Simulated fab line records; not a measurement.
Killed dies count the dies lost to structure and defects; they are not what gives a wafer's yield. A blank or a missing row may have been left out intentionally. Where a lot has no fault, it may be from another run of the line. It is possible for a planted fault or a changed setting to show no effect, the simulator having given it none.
Commonality check across tools || flow gf180mcu || 13 lots, 39 wafers sampled

REASON IT WAS OPENED
At GF_STI_CD_MEAS_12 the reading cd-nm is flagged on 1 of 13 lots. No-fault wafers: 220.2 nm, standard deviation 1.2.
Rule: a lot is flagged in two cases, either no wafer of it has a number, or all its wafers with numbers fall more than 4 standard deviations from that mean. As for the other lots, they are considered sound.

{"lot": "L370", "measured": "day 2 06:09", "on": "cd-sem-01", "cd-nm (nm), wafer by wafer": "220.7 219.3 219.7", "flag": ""}
{"lot": "L371", "measured": "day 2 11:52", "on": "cd-sem-01", "cd-nm (nm), wafer by wafer": "221.2 220.9 222.4", "flag": ""}
{"lot": "L372", "measured": "day 2 16:00", "on": "cd-sem-02", "cd-nm (nm), wafer by wafer": "218.6 221.4 219.1", "flag": ""}
{"lot": "L373", "measured": "day 2 21:47", "on": "cd-sem-02", "cd-nm (nm), wafer by wafer": "221.0 221.9 221.9", "flag": ""}
{"lot": "L375", "measured": "day 3 07:56", "on": "cd-sem-02", "cd-nm (nm), wafer by wafer": "220.3 219.5 220.5", "flag": ""}
{"lot": "L376", "measured": "day 3 12:54", "on": "cd-sem-02", "cd-nm (nm), wafer by wafer": "175.3 174.9 175.6", "flag": "FLAGGED"}
{"lot": "L386", "measured": "day 5 20:19", "on": "cd-sem-02", "cd-nm (nm), wafer by wafer": "219.3 219.0 219.4", "flag": ""}
{"lot": "L387", "measured": "day 5 22:58", "on": "cd-sem-02", "cd-nm (nm), wafer by wafer": "218.8 219.1 218.5", "flag": ""}
{"lot": "L388", "measured": "day 6 03:01", "on": "cd-sem-01", "cd-nm (nm), wafer by wafer": "221.8 221.5 220.7", "flag": ""}
{"lot": "L389", "measured": "day 6 07:12", "on": "cd-sem-01", "cd-nm (nm), wafer by wafer": "221.3 222.2 222.1", "flag": ""}
{"lot": "L390", "measured": "day 6 15:12", "on": "cd-sem-01", "cd-nm (nm), wafer by wafer": "220.6 221.2 220.2", "flag": ""}
{"lot": "L391", "measured": "day 6 19:54", "on": "cd-sem-02", "cd-nm (nm), wafer by wafer": "217.1 218.0 217.7", "flag": ""}
{"lot": "L392", "measured": "day 7 00:29", "on": "cd-sem-01", "cd-nm (nm), wafer by wafer": "219.3 218.9 218.6", "flag": ""}
The mean of the flagged lots' numbers is 175.3 nm, -44.9 nm from the usual (-37 standard deviations).

WHICH TOOL EACH LOT WENT THROUGH
The record keeps 1 process step preceding the reading, out of 602 steps on the route. In each cell: the tool, then ch and the chambers that the sampled wafers went through, then the start.
{"lot": "L370", "flag": "", "GF_STI_EXPOSE_09": "krf-scanner-02 ch 0, day 2 00:41"}
{"lot": "L371", "flag": "", "GF_STI_EXPOSE_09": "krf-scanner-01 ch 0, day 2 05:41"}
{"lot": "L372", "flag": "", "GF_STI_EXPOSE_09": "krf-scanner-02 ch 0, day 2 10:59"}
{"lot": "L373", "flag": "", "GF_STI_EXPOSE_09": "krf-scanner-01 ch 0, day 2 15:31"}
{"lot": "L375", "flag": "", "GF_STI_EXPOSE_09": "krf-scanner-02 ch 0, day 3 01:51"}
{"lot": "L376", "flag": "FLAGGED", "GF_STI_EXPOSE_09": "krf-scanner-01 ch 0, day 3 06:27"}
{"lot": "L386", "flag": "", "GF_STI_EXPOSE_09": "krf-scanner-02 ch 0, day 5 12:45"}
{"lot": "L387", "flag": "", "GF_STI_EXPOSE_09": "krf-scanner-01 ch 0, day 5 16:04"}
{"lot": "L388", "flag": "", "GF_STI_EXPOSE_09": "krf-scanner-01 ch 0, day 5 20:00"}
{"lot": "L389", "flag": "", "GF_STI_EXPOSE_09": "krf-scanner-02 ch 0, day 6 00:05"}
{"lot": "L390", "flag": "", "GF_STI_EXPOSE_09": "krf-scanner-01 ch 0, day 6 07:57"}
{"lot": "L391", "flag": "", "GF_STI_EXPOSE_09": "krf-scanner-02 ch 0, day 6 12:37"}
{"lot": "L392", "flag": "", "GF_STI_EXPOSE_09": "krf-scanner-02 ch 0, day 6 17:00"}
What these steps do:
- GF_STI_EXPOSE_09: exposes mask COMP, target cd 220 nm.
- GF_STI_CD_MEAS_12: target cd 220 nm.

FLAGGED AGAINST TOTAL, ONE TOOL AT A TIME (gauges that did the reading follow at the end)
{"step": "GF_STI_EXPOSE_09", "tool": "krf-scanner-01", "lots run": 6, "flagged": 1, "share of the flagged lots": "all", "sound lots run after its first flagged lot": "3 (L387,L388,L390)"}
{"step": "GF_STI_EXPOSE_09", "tool": "krf-scanner-02", "lots run": 7, "flagged": 0, "share of the flagged lots": "none", "sound lots run after its first flagged lot": "-"}
{"step": "GF_STI_CD_MEAS_12", "tool": "cd-sem-01", "lots run": 6, "flagged": 0, "share of the flagged lots": "none", "sound lots run after its first flagged lot": "-"}
{"step": "GF_STI_CD_MEAS_12", "tool": "cd-sem-02", "lots run": 7, "flagged": 1, "share of the flagged lots": "all", "sound lots run after its first flagged lot": "3 (L386,L387,L391)"}

WHAT THE TABLE ALLOWS
Table rows that saw every flagged lot: 2, namely krf-scanner-01 at GF_STI_EXPOSE_09 and cd-sem-02 at GF_STI_CD_MEAS_12.
- krf-scanner-01 at GF_STI_EXPOSE_09: 1 of its 6 lots flagged. Sound lots followed the first flagged one (L387, L388, L390) on it, something a lasting fault affecting the whole tool could not allow.
- cd-sem-02 at GF_STI_CD_MEAS_12: 1 of its 7 lots flagged. Sound lots followed the first flagged one (L386, L387, L391) on it, something a lasting fault affecting the whole tool could not allow.
There is no row in the table that ran each flagged lot and no sound lot after the first.

WHAT WAS PUT IN BY THE SIMULATOR
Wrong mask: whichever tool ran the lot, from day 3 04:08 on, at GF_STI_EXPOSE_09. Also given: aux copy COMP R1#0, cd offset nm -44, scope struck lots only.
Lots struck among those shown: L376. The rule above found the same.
